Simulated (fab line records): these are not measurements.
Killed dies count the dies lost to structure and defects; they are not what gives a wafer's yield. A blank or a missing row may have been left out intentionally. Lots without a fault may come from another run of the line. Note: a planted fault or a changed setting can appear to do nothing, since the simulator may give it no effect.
fab line records	flow sky130
[record] lots = 13	wafers = 39	last_day = 50
route steps=708 shown FIELD_ISO@1 NWELL@34 PWDE@52 PAD_OPEN@708
lots with no fault: from the same line, run without faults
start_h: the number of hours between the record's first day and the start of the first shown wafer of the lot	wait_h: time in hours since the lot's previous step	" repeats the value in the row above	L1.1+2: a row that stands for several wafers	- either no value or no given start	* or withheld: withheld	< > ~ a bound
route shown NAME@n: NAME is a module with steps in the file, n the number in the route of the first one	usual: mean/standard deviation taken from wafers without a fault	same: alike in all rows	chamber/n: place in a boat	sites: the reading at each site	_std_site: how widely they spread, as a standard deviation	_edge_site: outer sites' mean less inner sites'	radius_mm: how far each site lies from the wafer's centre	mask NAME#n: copy n	behind: the tool/chamber that last shaped the wafer	hold: why the lot was held/for how many hours/how that ended	device: the transistor (n, p or np) that didn't switch	end of line: tests run on the same wafers once the route is complete	for a step that has no rows: nothing shown but its recipe	killed: at the first sort, the dies lost to defects and structure; wafer yield is something else	map: per-die view of a wafer (x killed, . not killed, _ where there is no die)
set.NAME: the setting the step ran with; set.NAME@STEP: the setting that earlier step ran with	model.NAME: the simulator's own value behind a step, which no gauge read
route steps across a sampled set of lots; one table per step, one row per wafer
services: a tool's chamber out of use, with start hour (start_h, from the record's first day; less than 0 if before it), hours out, and reason
[[steps]]
[step SKY_FIELD_ISO_BOW_MEAS_00]
[recipe] mode = bow
[usual] INCOMING_BOW = 0/6.2
lot.wafer	tool	chamber	start_h	wait_h	INCOMING_BOW[um]
L173.1	film_metro-03	-	10.00	-	0
L173.4	"	-	"	"	1
L173.6	"	-	"	"	-7
L174.2	film_metro-04	-	15.02	-	5
L174.3	"	-	"	"	3
L174.6	"	-	"	"	5
L176.2	film_metro-03	-	25.02	-	16
L176.3	"	-	"	"	-4
L176.4	"	-	"	"	-4
L179.1	film_metro-03	-	40.00	-	5
L179.2	"	-	"	"	-4
L179.3	"	-	"	"	-12
L180.2	film_metro-01	-	45.02	-	3
L180.4	"	-	"	"	-6
L180.5	"	-	"	"	-6
L186.2	film_metro-01	-	75.02	-	-10
L186.5	"	-	"	"	5
L186.6	"	-	"	"	-6
L188.2	film_metro-03	-	85.02	-	0
L188.4	"	-	"	"	-8
L188.5	"	-	"	"	6
L189.1	film_metro-04	-	90.00	-	6
L189.4	"	-	"	"	-2
L189.6	"	-	"	"	5
L190.1	film_metro-04	-	95.00	-	-3
L190.2	"	-	"	"	6
L190.4	"	-	"	"	-10
L192.3	film_metro-01	-	105.04	-	-7
L192.4	"	-	"	"	-6
L192.6	"	-	"	"	1
L193.1	film_metro-03	-	110.00	-	5
L193.5	"	-	"	"	-12
L193.6	"	-	"	"	-3
L194.1	film_metro-03	-	115.00	-	5
L194.2	"	-	"	"	8
L194.4	"	-	"	"	-3
L195.1	film_metro-03	-	120.00	-	-1
L195.2	"	-	"	"	-7
L195.3	"	-	"	"	-2
[step SKY_FIELD_ISO_CMP_27]
[recipe] stop_on = Si3N4	t_overpolish_s = 16	down_force_psi = 4	platen_rpm = 60	target_thk_nm = 457.8	pad_velocity_m_s = 0.94248
[usual] edge_zone_pressure_frac = 1.000/0.0048	head_pressure_psi = 4.000/0.0091	motor_current_A = 11.5/0.97	overpolish_run_s = 16.000/0.0093	time_to_endpoint_s = 113/3.4
lot.wafer	tool	chamber	start_h	wait_h	edge_zone_pressure_frac	head_pressure_psi	motor_current_A	overpolish_run_s	time_to_endpoint_s
L173.4	cmp-02	2	31.16	0.1	1.000	4.000	11.9	15.998	112
L173.1	"	3	"	"	0.994	4.004	9.9	16.015	119
L173.6	"	0	"	"	0.996	4.007	12.4	15.994	114
L174.2	cmp-01	0	41.48	0.1	0.999	3.976	13.0	16.021	109
L174.3	"	1	"	"	0.996	4.006	12.2	16.009	112
L174.6	"	3	"	"	1.000	4.010	10.9	15.993	112
L176.3	cmp-01	0	49.92	0.0	1.005	3.994	12.8	16.009	115
L176.2	"	1	"	"	0.999	3.999	11.9	15.991	116
L176.4	"	2	"	"	0.999	4.003	10.7	15.994	112
L179.1	cmp-02	0	72.64	0.0	-	-	-	-	-
L179.3	"	1	"	"	-	-	-	-	-
L179.2	"	2	"	"	-	-	-	-	-
L180.4	cmp-01	3	72.86	0.2	-	-	-	-	-
L180.2	"	0	"	"	-	-	-	-	-
L180.5	"	2	"	"	-	-	-	-	-
L186.2	cmp-01	1	101.93	0.1	0.995	4.005	11.8	16.006	114
L186.6	"	3	"	"	1.011	4.002	11.6	16.013	116
L186.5	"	0	"	"	0.997	3.997	13.0	16.011	118
L188.4	cmp-01	1	113.99	0.1	0.999	3.995	12.0	15.984	112
L188.2	"	2	"	"	1.001	3.997	10.7	15.996	107
L188.5	"	1	"	"	0.998	3.984	11.6	16.000	113
L189.1	cmp-02	3	118.01	0.0	1.000	4.010	9.8	15.998	115
L189.4	"	1	"	"	1.003	4.004	10.2	16.006	113
L189.6	"	0	"	"	1.000	4.013	12.1	16.012	112
L190.4	cmp-01	2	123.22	0.0	0.999	4.005	10.6	16.000	110
L190.2	"	3	"	"	0.999	3.997	11.3	15.995	116
L190.1	"	1	"	"	1.000	3.985	11.4	16.014	114
L192.3	cmp-01	1	132.96	0.0	0.994	3.982	11.7	15.998	110
L192.4	"	0	"	"	0.993	4.011	13.1	15.985	112
L192.6	"	1	"	"	0.992	3.992	12.1	15.992	113
L193.1	cmp-02	3	141.64	0.1	0.996	3.989	10.3	15.999	112
L193.6	"	2	"	"	0.998	3.996	11.9	16.018	118
L193.5	"	3	"	"	0.995	3.991	9.8	15.997	115
L194.1	cmp-02	0	152.63	0.0	0.993	3.994	12.5	16.005	121
L194.2	"	1	"	"	0.995	4.011	11.7	15.994	116
L194.4	"	3	"	"	0.999	3.996	9.9	16.000	124
L195.3	cmp-02	0	156.92	0.1	1.003	4.000	12.5	15.992	113
L195.1	"	1	"	"	0.998	4.009	10.9	16.005	118
L195.2	"	2	"	"	1.002	4.008	12.5	15.985	119
[step SKY_NWELL_THK_MEAS_02]
[recipe] reads = SiO2_of_NWELL_OXIDATION_01
[usual] NWELL_OXIDATION_THK = 10.02/0.21
lot.wafer	tool	chamber	start_h	wait_h	NWELL_OXIDATION_THK[nm]
L173.1	film_metro-01	-	33.39	0.0	9.94
L173.4	"	-	"	"	9.91
L173.6	"	-	"	"	9.89
L174.2	film_metro-02	-	44.31	0.0	10.09
L174.3	"	-	"	"	10.00
L174.6	"	-	"	"	10.13
L176.2	film_metro-02	-	52.94	0.0	9.65
L176.3	"	-	"	"	9.61
L176.4	"	-	"	"	9.65
L186.2	film_metro-02	-	105.12	0.0	9.94
L186.5	"	-	"	"	10.07
L186.6	"	-	"	"	9.99
L188.2	film_metro-01	-	116.52	0.0	10.28
L188.4	"	-	"	"	10.27
L188.5	"	-	"	"	10.24
L189.1	film_metro-01	-	121.72	0.0	10.03
L189.4	"	-	"	"	10.09
L189.6	"	-	"	"	10.02
L190.1	film_metro-01	-	126.25	0.0	9.89
L190.2	"	-	"	"	10.11
L190.4	"	-	"	"	9.94
L192.3	film_metro-01	-	137.77	0.0	10.12
L192.4	"	-	"	"	10.23
L192.6	"	-	"	"	9.82
L193.1	film_metro-02	-	149.95	0.0	9.88
L193.5	"	-	"	"	10.05
L193.6	"	-	"	"	10.00
L194.1	film_metro-02	-	158.26	0.0	10.05
L194.2	"	-	"	"	9.96
L194.4	"	-	"	"	10.21
L195.1	film_metro-01	-	162.21	0.0	10.27
L195.2	"	-	"	"	10.41
L195.3	"	-	"	"	10.45
[step SKY_PWDE_OVL_MEAS_07]
[usual] PWDE_OVL = 1.0/1.2
lot.wafer	tool	chamber	start_h	wait_h	PWDE_OVL[nm]
L173.1	overlay-02	-	63.94	-	0.8
L173.4	"	-	"	"	0.6
L173.6	"	-	"	"	1.6
L174.2	overlay-02	-	74.64	-	2.8
L174.3	"	-	"	"	2.4
L174.6	"	-	"	"	2.1
L176.2	overlay-02	-	84.78	-	1.7
L176.3	"	-	"	"	0.5
L176.4	"	-	"	"	1.6
L186.2	overlay-01	-	142.28	-	-0.7
L186.5	"	-	"	"	1.5
L186.6	"	-	"	"	0.5
L188.2	overlay-01	-	154.09	-	-1.8
L188.4	"	-	"	"	-1.0
L188.5	"	-	"	"	0.1
L189.1	overlay-02	-	158.69	-	0.4
L189.4	"	-	"	"	1.2
L189.6	"	-	"	"	-1.1
L190.1	overlay-01	-	164.49	-	1.4
L190.2	"	-	"	"	2.0
L190.4	"	-	"	"	3.3
L192.3	overlay-01	-	176.15	-	0.9
L192.4	"	-	"	"	0.6
L192.6	"	-	"	"	1.6
L193.1	overlay-02	-	190.44	-	1.9
L193.5	"	-	"	"	2.4
L193.6	"	-	"	"	2.4
L194.1	overlay-02	-	199.29	-	1.3
L194.2	"	-	"	"	1.6
L194.4	"	-	"	"	0.9
L195.1	overlay-01	-	203.73	-	1.9
L195.2	"	-	"	"	-0.4
L195.3	"	-	"	"	0.6
[step SKY_PAD_OPEN_PROBE_99]
[usual] killed_at_M0_to_M3 = 44/7	killed_at_M4_up = 3.0/1.9	killed_at_contacts = 24/5.4	killed_at_front_end = 15/4.6	killed_at_other = 0.3/0.5	killed_dies = 87/10	killed_on_rim = 17/3.5	killed_open = 47/7	killed_short = 40/6.2
[same] gross_dies = 492	killed_at_back_side = 0
lot.wafer	tool	chamber	start_h	wait_h	hold	killed_at_M0_to_M3	killed_at_M4_up	killed_at_contacts	killed_at_front_end	killed_at_other	killed_dies	killed_on_rim	killed_open	killed_short
L173.1	prober-02	-	1058.39	0.1	-	44	2	19	11	0	76	15	41	35
L173.4	prober-02	-	1058.54	0.2	-	54	6	26	19	0	105	20	49	56
L173.6	prober-02	-	1058.64	0.2	-	51	3	27	13	1	95	16	45	50
L174.2	prober-01	-	1076.75	0.1	-	45	3	22	12	0	82	16	43	39
L174.3	prober-01	-	1076.80	0.2	-	39	0	24	16	0	79	19	46	33
L174.6	prober-01	-	1076.95	0.2	-	42	3	21	13	0	79	18	43	36
L176.2	prober-01	-	1085.20	0.1	-	39	3	26	9	1	78	20	38	40
L176.3	prober-01	-	1085.25	0.2	-	40	2	20	15	0	77	12	50	27
L176.4	prober-01	-	1085.30	0.2	-	35	3	13	13	0	64	10	33	31
L179.1	prober-02	-	1117.46	0.1	await_dispo/13.2h/scrap	42	3	23	424	0	492	96	40	38
L179.2	prober-02	-	1117.51	0.1	await_dispo/13.2h/scrap	42	2	24	422	2	492	96	53	40
L179.3	prober-02	-	1117.56	0.2	await_dispo/13.2h/scrap	48	4	20	420	0	492	96	49	42
L180.2	prober-01	-	1120.14	0.1	await_dispo/1.2h/scrap	46	4	26	415	1	492	96	43	47
L180.4	prober-01	-	1120.24	0.2	await_dispo/1.2h/scrap	57	4	28	402	1	492	96	46	53
L180.5	prober-01	-	1120.29	0.2	await_dispo/1.2h/scrap	58	0	24	410	0	492	96	54	37
L186.2	prober-01	-	1145.15	0.1	-	51	5	21	18	0	95	17	54	41
L186.5	prober-01	-	1145.30	0.2	-	37	5	24	12	0	78	16	42	36
L186.6	prober-01	-	1145.35	0.2	-	51	5	28	17	0	101	22	53	48
L189.1	prober-01	-	1170.05	0.1	-	41	0	16	15	1	73	18	45	28
L189.4	prober-01	-	1170.20	0.2	-	46	0	28	11	0	85	16	49	36
L189.6	prober-01	-	1170.30	0.2	-	46	3	24	21	0	94	22	46	48
L190.1	prober-02	-	1174.84	0.1	-	34	1	24	14	0	73	21	40	33
L190.2	prober-02	-	1174.89	0.1	-	38	2	20	13	0	73	12	42	31
L190.4	prober-02	-	1174.99	0.2	-	39	1	27	13	0	80	15	41	39
L188.2	prober-01	-	1178.85	0.1	-	34	5	20	9	0	68	8	35	33
L188.4	prober-01	-	1178.95	0.2	-	42	6	29	20	0	97	18	56	41
L188.5	prober-01	-	1179.00	0.2	-	39	4	20	11	0	74	15	45	29
L192.3	prober-02	-	1180.40	0.2	-	46	3	25	22	0	96	14	53	43
L192.4	prober-02	-	1180.45	0.2	-	50	4	19	10	0	83	16	46	37
L192.6	prober-02	-	1180.55	0.2	-	45	2	29	17	0	93	21	60	33
L193.1	prober-01	-	1193.10	0.1	-	50	3	16	10	0	79	15	47	32
L193.5	prober-01	-	1193.30	0.2	-	60	8	24	9	0	101	19	56	45
L193.6	prober-01	-	1193.35	0.2	-	45	4	20	19	0	88	18	48	40
L194.1	prober-01	-	1198.31	0.1	-	39	2	20	20	0	81	19	42	39
L194.2	prober-01	-	1198.36	0.1	-	40	2	20	20	0	82	16	44	38
L194.4	prober-01	-	1198.46	0.2	-	45	4	20	12	0	81	15	43	38
L195.1	prober-02	-	1201.53	0.1	-	50	3	22	9	1	85	14	50	35
L195.2	prober-02	-	1201.58	0.1	-	32	3	24	11	0	70	16	40	30
L195.3	prober-02	-	1201.63	0.2	-	49	2	18	11	1	81	11	42	39
// killed by level:class
L173.1 VIA1:geometric_particle:open=10 VIA2:geometric_particle:open=8 METAL1:geometric_particle:short=7 LI_CONTACT:geometric_particle:open=6 CONTACT:geometric_particle:open=6 LOCAL_INTERCONNECT:geometric_particle:short=4 VIA3:geometric_particle:open=4 FIELD_ISO:geometric_particle:short=3
L173.4 VIA1:geometric_particle:open=10 CONTACT:geometric_particle:short=9 VIA1:geometric_particle:short=9 METAL1:geometric_particle:short=8 POLY_GATE:geometric_particle:open=7 VIA3:geometric_particle:open=7 LI_CONTACT:geometric_particle:open=7 METAL2:geometric_particle:short=6
L173.6 CONTACT:geometric_particle:open=9 VIA1:geometric_particle:open=9 METAL2:geometric_particle:short=8 CONTACT:geometric_particle:short=7 METAL1:geometric_particle:short=7 VIA2:geometric_particle:open=7 VIA3:geometric_particle:open=7 VIA1:geometric_particle:short=5
L174.2 CONTACT:geometric_particle:open=10 VIA1:geometric_particle:open=9 METAL1:geometric_particle:short=8 VIA2:geometric_particle:short=8 VIA2:geometric_particle:open=5 VIA3:geometric_particle:open=5 CONTACT:geometric_particle:short=4 FIELD_ISO:geometric_particle:short=3
L174.3 CONTACT:geometric_particle:open=13 VIA1:geometric_particle:open=9 LI_CONTACT:geometric_particle:open=7 VIA2:geometric_particle:short=6 VIA2:geometric_particle:open=5 POLY_GATE:geometric_particle:short=5 VIA3:geometric_particle:open=5 METAL1:geometric_particle:short=4
L174.6 VIA1:geometric_particle:open=9 CONTACT:geometric_particle:open=8 METAL1:geometric_particle:short=7 VIA2:geometric_particle:open=7 LI_CONTACT:geometric_particle:open=5 FIELD_ISO:geometric_particle:open=4 POLY_GATE:geometric_particle:short=4 VIA1:geometric_particle:short=4
L176.2 CONTACT:geometric_particle:open=10 METAL2:geometric_particle:short=8 VIA1:geometric_particle:open=6 METAL1:geometric_particle:short=5 VIA1:geometric_particle:short=5 VIA3:geometric_particle:open=5 LI_CONTACT:geometric_particle:open=4 LOCAL_INTERCONNECT:geometric_particle:short=4
L176.3 CONTACT:geometric_particle:open=10 VIA3:geometric_particle:open=8 VIA1:geometric_particle:short=6 POLY_GATE:geometric_particle:open=5 LI_CONTACT:geometric_particle:open=5 VIA1:geometric_particle:open=5 METAL2:geometric_particle:short=5 VIA2:geometric_particle:open=5
L176.4 CONTACT:geometric_particle:open=6 METAL1:geometric_particle:short=6 VIA1:geometric_particle:open=6 VIA2:geometric_particle:open=5 POLY_GATE:geometric_particle:open=4 VIA3:geometric_particle:open=4 FIELD_ISO:geometric_particle:short=3 POLY_GATE:geometric_particle:short=3
L179.1 FIELD_ISO:area_cmp=414 VIA2:geometric_particle:open=9 LI_CONTACT:geometric_particle:open=7 LOCAL_INTERCONNECT:geometric_particle:short=7 VIA3:geometric_particle:open=7 METAL1:geometric_particle:short=5 CONTACT:geometric_particle:open=4 VIA1:geometric_particle:short=4
L179.2 FIELD_ISO:area_cmp=399 VIA3:geometric_particle:open=11 VIA1:geometric_particle:open=9 FIELD_ISO:geometric_particle:short=6 POLY_GATE:geometric_particle:short=6 LI_CONTACT:geometric_particle:open=6 FIELD_ISO:geometric_particle:open=5 CONTACT:geometric_particle:open=5
L179.3 FIELD_ISO:area_cmp=401 VIA1:geometric_particle:open=11 METAL1:geometric_particle:short=11 CONTACT:geometric_particle:open=8 FIELD_ISO:geometric_particle:open=7 VIA2:geometric_particle:short=6 VIA3:geometric_particle:short=6 LI_CONTACT:geometric_particle:open=5
L180.2 FIELD_ISO:area_cmp=402 VIA1:geometric_particle:open=9 METAL2:geometric_particle:short=9 LI_CONTACT:geometric_particle:open=8 LI_CONTACT:geometric_particle:short=5 CONTACT:geometric_particle:short=5 SPACER:geometric_particle:open=4 METAL4:geometric_particle:short=4
L180.4 FIELD_ISO:area_cmp=393 VIA3:geometric_particle:open=11 LI_CONTACT:geometric_particle:open=8 VIA1:geometric_particle:open=8 VIA1:geometric_particle:short=7 METAL1:geometric_particle:short=7 LI_CONTACT:geometric_particle:short=6 CONTACT:geometric_particle:open=6
L180.5 FIELD_ISO:area_cmp=401 VIA1:geometric_particle:open=13 VIA3:geometric_particle:open=12 METAL1:geometric_particle:short=11 CONTACT:geometric_particle:open=8 FIELD_ISO:geometric_particle:open=4 LI_CONTACT:geometric_particle:open=4 LOCAL_INTERCONNECT:geometric_particle:short=4
L186.2 VIA1:geometric_particle:open=15 CONTACT:geometric_particle:open=11 VIA3:geometric_particle:open=7 FIELD_ISO:geometric_particle:short=6 FIELD_ISO:geometric_particle:open=6 VIA1:geometric_particle:short=6 CONTACT:geometric_particle:short=5 METAL3:geometric_particle:short=5
L186.5 VIA2:geometric_particle:open=10 CONTACT:geometric_particle:open=10 METAL1:geometric_particle:short=7 CONTACT:geometric_particle:short=6 FIELD_ISO:geometric_particle:open=5 METAL2:geometric_particle:short=5 VIA1:geometric_particle:open=5 METAL4:geometric_particle:short=4
L186.6 VIA1:geometric_particle:open=17 METAL1:geometric_particle:short=12 VIA3:geometric_particle:open=10 CONTACT:geometric_particle:short=9 CONTACT:geometric_particle:open=6 VIA1:geometric_particle:short=6 FIELD_ISO:geometric_particle:open=4 FIELD_ISO:geometric_particle:short=4
L189.1 VIA1:geometric_particle:open=10 VIA3:geometric_particle:open=9 VIA2:geometric_particle:open=9 LI_CONTACT:geometric_particle:open=4 CONTACT:geometric_particle:short=4 FIELD_ISO:geometric_particle:short=3 POLY_GATE:geometric_particle:short=3 SPACER:geometric_particle:short=3
L189.4 CONTACT:geometric_particle:open=11 VIA2:geometric_particle:open=10 LI_CONTACT:geometric_particle:open=8 METAL1:geometric_particle:short=8 VIA1:geometric_particle:open=8 VIA1:geometric_particle:short=5 METAL2:geometric_particle:short=5 CONTACT:geometric_particle:short=4
L189.6 VIA2:geometric_particle:open=10 LI_CONTACT:geometric_particle:open=9 CONTACT:geometric_particle:short=8 VIA1:geometric_particle:short=8 POLY_GATE:geometric_particle:short=7 VIA3:geometric_particle:open=7 FIELD_ISO:geometric_particle:open=6 VIA1:geometric_particle:open=6
L190.1 VIA1:geometric_particle:open=12 LI_CONTACT:geometric_particle:open=8 METAL2:geometric_particle:short=7 CONTACT:geometric_particle:open=5 LOCAL_INTERCONNECT:geometric_particle:short=5 VIA2:geometric_particle:open=5 FIELD_ISO:geometric_particle:open=4 LI_CONTACT:geometric_particle:short=4
L190.2 CONTACT:geometric_particle:open=12 METAL2:geometric_particle:short=8 VIA1:geometric_particle:open=7 FIELD_ISO:geometric_particle:open=6 METAL1:geometric_particle:short=6 FIELD_ISO:geometric_particle:short=3 LI_CONTACT:geometric_particle:open=3 METAL1:geometric_particle:open=3
L190.4 VIA1:geometric_particle:open=10 CONTACT:geometric_particle:open=9 CONTACT:geometric_particle:short=8 VIA2:geometric_particle:open=5 POLY_GATE:geometric_particle:short=4 LI_CONTACT:geometric_particle:open=4 LOCAL_INTERCONNECT:geometric_particle:short=4 VIA1:geometric_particle:short=4
L188.2 CONTACT:geometric_particle:open=7 LI_CONTACT:geometric_particle:open=7 VIA1:geometric_particle:open=7 VIA1:geometric_particle:short=6 METAL2:geometric_particle:short=5 POLY_GATE:geometric_particle:open=4 METAL1:geometric_particle:short=4 METAL3:geometric_particle:short=4
L188.4 VIA1:geometric_particle:open=18 CONTACT:geometric_particle:open=9 VIA3:geometric_particle:open=8 LOCAL_INTERCONNECT:geometric_particle:short=6 LI_CONTACT:geometric_particle:open=5 VIA1:geometric_particle:short=5 CONTACT:geometric_particle:short=5 FIELD_ISO:geometric_particle:short=4
L188.5 VIA1:geometric_particle:open=13 LI_CONTACT:geometric_particle:open=8 CONTACT:geometric_particle:open=7 VIA2:geometric_particle:open=7 POLY_GATE:geometric_particle:open=4 METAL1:geometric_particle:short=4 VIA1:geometric_particle:short=4 METAL2:geometric_particle:short=4
L192.3 VIA1:geometric_particle:open=14 LI_CONTACT:geometric_particle:open=12 CONTACT:geometric_particle:open=7 FIELD_ISO:geometric_particle:short=5 METAL1:geometric_particle:short=5 VIA2:geometric_particle:short=5 VIA2:geometric_particle:open=5 FIELD_ISO:geometric_particle:open=4
L192.4 VIA1:geometric_particle:open=14 METAL2:geometric_particle:short=9 CONTACT:geometric_particle:open=7 VIA2:geometric_particle:open=7 METAL1:geometric_particle:short=5 VIA3:geometric_particle:open=5 LI_CONTACT:geometric_particle:open=4 LOCAL_INTERCONNECT:geometric_particle:short=3
L192.6 VIA1:geometric_particle:open=18 LI_CONTACT:geometric_particle:open=10 CONTACT:geometric_particle:open=9 METAL2:geometric_particle:short=8 VIA3:geometric_particle:open=7 FIELD_ISO:geometric_particle:short=5 FIELD_ISO:geometric_particle:open=4 LI_CONTACT:geometric_particle:short=4
L193.1 VIA1:geometric_particle:open=11 VIA2:geometric_particle:open=11 VIA3:geometric_particle:open=10 CONTACT:geometric_particle:open=6 METAL1:geometric_particle:short=5 FIELD_ISO:geometric_particle:short=4 CONTACT:geometric_particle:short=4 POLY_GATE:geometric_particle:open=3
L193.5 VIA1:geometric_particle:open=13 CONTACT:geometric_particle:open=11 METAL2:geometric_particle:short=11 VIA3:geometric_particle:open=7 METAL4:geometric_particle:short=7 METAL1:geometric_particle:short=6 VIA2:geometric_particle:open=6 VIA1:geometric_particle:short=5
L193.6 VIA2:geometric_particle:open=9 VIA1:geometric_particle:open=9 CONTACT:geometric_particle:short=6 FIELD_ISO:geometric_particle:open=5 LOCAL_INTERCONNECT:geometric_particle:short=5 VIA1:geometric_particle:short=5 POLY_GATE:geometric_particle:open=4 CONTACT:geometric_particle:open=4
L194.1 LI_CONTACT:geometric_particle:open=7 VIA1:geometric_particle:open=7 POLY_GATE:geometric_particle:short=6 CONTACT:geometric_particle:open=6 VIA2:geometric_particle:open=6 VIA3:geometric_particle:short=5 POLY_GATE:geometric_particle:open=4 METAL2:geometric_particle:short=4
L194.2 VIA1:geometric_particle:open=7 VIA3:geometric_particle:open=6 CONTACT:geometric_particle:open=6 FIELD_ISO:geometric_particle:short=5 POLY_GATE:geometric_particle:open=5 LI_CONTACT:geometric_particle:open=5 METAL1:geometric_particle:short=5 METAL2:geometric_particle:short=5
L194.4 VIA2:geometric_particle:open=11 VIA1:geometric_particle:open=9 METAL2:geometric_particle:short=8 CONTACT:geometric_particle:open=7 METAL1:geometric_particle:short=6 VIA3:geometric_particle:open=5 FIELD_ISO:geometric_particle:short=4 LOCAL_INTERCONNECT:geometric_particle:short=4
L195.1 VIA1:geometric_particle:open=17 CONTACT:geometric_particle:open=9 VIA1:geometric_particle:short=8 VIA2:geometric_particle:open=6 VIA3:geometric_particle:open=6 LI_CONTACT:geometric_particle:open=5 METAL1:geometric_particle:short=3 LOCAL_INTERCONNECT:geometric_particle:short=3
L195.2 VIA1:geometric_particle:open=14 CONTACT:geometric_particle:open=10 VIA1:geometric_particle:short=6 LI_CONTACT:geometric_particle:short=4 LI_CONTACT:geometric_particle:open=4 CONTACT:geometric_particle:short=4 METAL1:geometric_particle:short=3 FIELD_ISO:geometric_particle:short=2
L195.3 VIA1:geometric_particle:open=10 VIA3:geometric_particle:short=7 LI_CONTACT:geometric_particle:open=6 CONTACT:geometric_particle:open=6 VIA1:geometric_particle:short=6 VIA2:geometric_particle:open=6 METAL2:geometric_particle:short=5 VIA3:geometric_particle:open=4
[[services]]
tool	chamber	start_h	hours	kind
cmp-01	-	8.40	6.4	pm
cmp-01	-	44.63	2.7	repair
cmp-02	-	48.36	3.8	repair
cmp-02	-	63.73	3.8	repair
cmp-01	-	64.00	4.0	pm
cmp-01	-	68.00	-	consumable_replace:conditioner
cmp-01	-	68.00	-	consumable_replace:pad
cmp-01	-	68.00	4.8	pm
cmp-02	-	87.43	0.2	repair
cmp-02	-	88.11	2.0	repair
cmp-01	-	90.14	10.9	pm
cmp-02	-	144.11	0.9	repair
cmp-01	-	154.35	1.8	repair
[[key]]
[first_sign] step = SKY_FIELD_ISO_CMP_27	reading = tool_record	direction = missing
[effect] step = SKY_PAD_OPEN_PROBE_99	reading = killed_at_front_end	direction = up	sigmas = 87	usual = 15	struck = 416
[more_kills_born_at] SKY_FIELD_ISO_CMP_27@cmp-02 = 1214	SKY_FIELD_ISO_CMP_27@cmp-01 = 1196
met_at SKY_FIELD_ISO_CMP_27
struck_lots L179,L180
later_rows_left_out L179.1,L179.2,L179.3,L180.2,L180.4,L180.5
tester_left_out L179,L180
not_acting_at SKY_FIELD_ISO_BOW_MEAS_00,SKY_NWELL_THK_MEAS_02,SKY_PWDE_OVL_MEAS_07
onset_between 49.92 72.64
[fault] kind = skipped_step_whole	tool = cmp-01,cmp-02	chamber = -	onset_h = 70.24	steps = SKY_FIELD_ISO_CMP_27	scope = struck_lots_only
// tester_left_out: of these lots the tester's yield and bins aren't shown, on N5 and GAA mostly nor the transistor test; their killed dies are dies lost to structure and defects alone, not to doping, threshold or leakage, so they don't give the yield
// later_rows_left_out: the simulator's readings of these wafers behind a module that went badly wrong aren't trusted and aren't shown, but for the sort
